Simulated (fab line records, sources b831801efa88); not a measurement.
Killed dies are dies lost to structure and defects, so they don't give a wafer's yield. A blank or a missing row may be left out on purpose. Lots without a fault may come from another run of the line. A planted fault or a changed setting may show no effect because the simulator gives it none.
One fault seen from 2 desks | flow gf180mcu | each desk has only its own numbers; what lay behind them comes last

THE METROLOGY DESK
What the gauges read, lot by lot, whatever tool the lot ran on: means of the sampled wafers that have a number. A lot is out of limits, marked OUT, if its mean lies more than 4 standard deviations from the usual mean; the brackets give that distance.
Columns: A = STI_OXIDATION_01_THK at GF_STI_THK_MEAS_22, usual 14.9 nm; B = MVPSD_OVL at GF_MVPSD_OVL_MEAS_07, usual -0.8 nm; C = HV_LDD_3_TW at GF_HV_LDD_TW_MEAS_38, usual 1442; D = HV_LDD_RS at GF_HV_LDD_RS_MEAS_53, usual 417.2 ohm/sq; E = NSD_TW at GF_NSD_TW_MEAS_12, usual 4234
lot  | first seen here | A    | B    | C               | D               | E
L109 | day 2 04:18     | 15.5 | -0.2 | 1423            | 418.5           | 4239
L110 | day 2 09:39     | 15.5 | -1.8 | 1456            | 418.3           | 4241
L113 | day 3 00:08     | 15.2 | -0.7 | 1447            | 417.1           | 4232
L114 | day 3 04:59     | 15.1 | -0.9 | 1425            | 417.3           | 4227
L116 | day 3 16:23     | 15.2 | -2.1 | 1453            | 418.1           | 4270
L118 | day 4 03:01     | 15.2 | -1.1 | 1451            | 416.7           | 4192
L120 | day 4 11:20     | 15.1 | -2.2 | 1424            | 415.9           | 4206
L125 | day 5 13:37     | 14.6 | -1.4 | 1374 (-4.5) OUT | 428.6 (+12) OUT | 4256
L126 | day 5 18:48     | 15.0 | -0.8 | 1356 (-5.7) OUT | 428.2 (+11) OUT | 4239
L127 | day 5 23:58     | 15.1 | -2.3 | 1385            | 429.1 (+12) OUT | 4242
L131 | day 6 21:54     | 14.8 | -0.2 | 1456            | 416.9           | 4239
L132 | day 7 02:17     | 14.9 | -1.7 | 1446            | 417.9           | 4234
This desk's finding: out of limits on L125, L126, L127; first on L125, day 16 19:35 (HV_LDD_3_TW at GF_HV_LDD_TW_MEAS_38). In limits: L109, L110, L113, L114, L116, L118, L120, L131, L132.

THE TOOL OWNER'S DESK: implanter-04
The tool's own readings at GF_HV_LDD_IMPLANT_35: means of the sampled wafers that have a number, for each lot that ran on this tool. A lot is out of limits, marked OUT, if its mean lies more than 4 standard deviations from the usual mean; the brackets give that distance.
Columns: A = beam_on_s at GF_HV_LDD_IMPLANT_35, usual 10.02 s; B = dose_ions_cm2 at GF_HV_LDD_IMPLANT_35, usual 7.5e+12; C = faraday_current_uA at GF_HV_LDD_IMPLANT_35, usual 42.2; D = rotation_deg at GF_HV_LDD_IMPLANT_35, usual 180.00 degrees
lot  | first seen here | A     | B                         | C              | D
L118 | day 14 10:44    | 10.10 | 7.5e+12                   | 42.0           | 180.03
L120 | day 15 11:28    | 10.05 | 7.5e+12                   | 42.1           | 179.98
L125 | day 16 19:11    | 10.02 | 3.1e+12 (-99 or more) OUT | 17.5 (-31) OUT | 180.04
L126 | day 17 01:46    | 10.23 | 3.1e+12 (-99 or more) OUT | 17.0 (-31) OUT | 180.00
L127 | day 17 11:38    | 9.84  | 3.1e+12 (-99 or more) OUT | 17.7 (-30) OUT | 180.02
This desk's finding: out of limits on L125, L126, L127; first on L125, day 16 19:11 (dose_ions_cm2 at GF_HV_LDD_IMPLANT_35). In limits: L118, L120.

PUT TOGETHER
The tool owner's desk could have raised an alarm at day 16 19:11, on L125, L126, L127.
The metrology desk could have raised an alarm at day 16 19:35, on L125, L126, L127.
Of the lots named, all ran GF_HV_LDD_IMPLANT_35 on implanter-04.

WHAT THE SIMULATOR HAD PUT IN
Process parameter drift: implanter-04, from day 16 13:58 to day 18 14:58, at GF_HV_LDD_IMPLANT_35. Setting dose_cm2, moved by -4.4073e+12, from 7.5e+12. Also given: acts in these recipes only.
Lots struck among those shown: L125, L126, L127.
Hours from the fault's start to each desk's first reading out of limits: the tool owner's desk, 5; the metrology desk, 6.
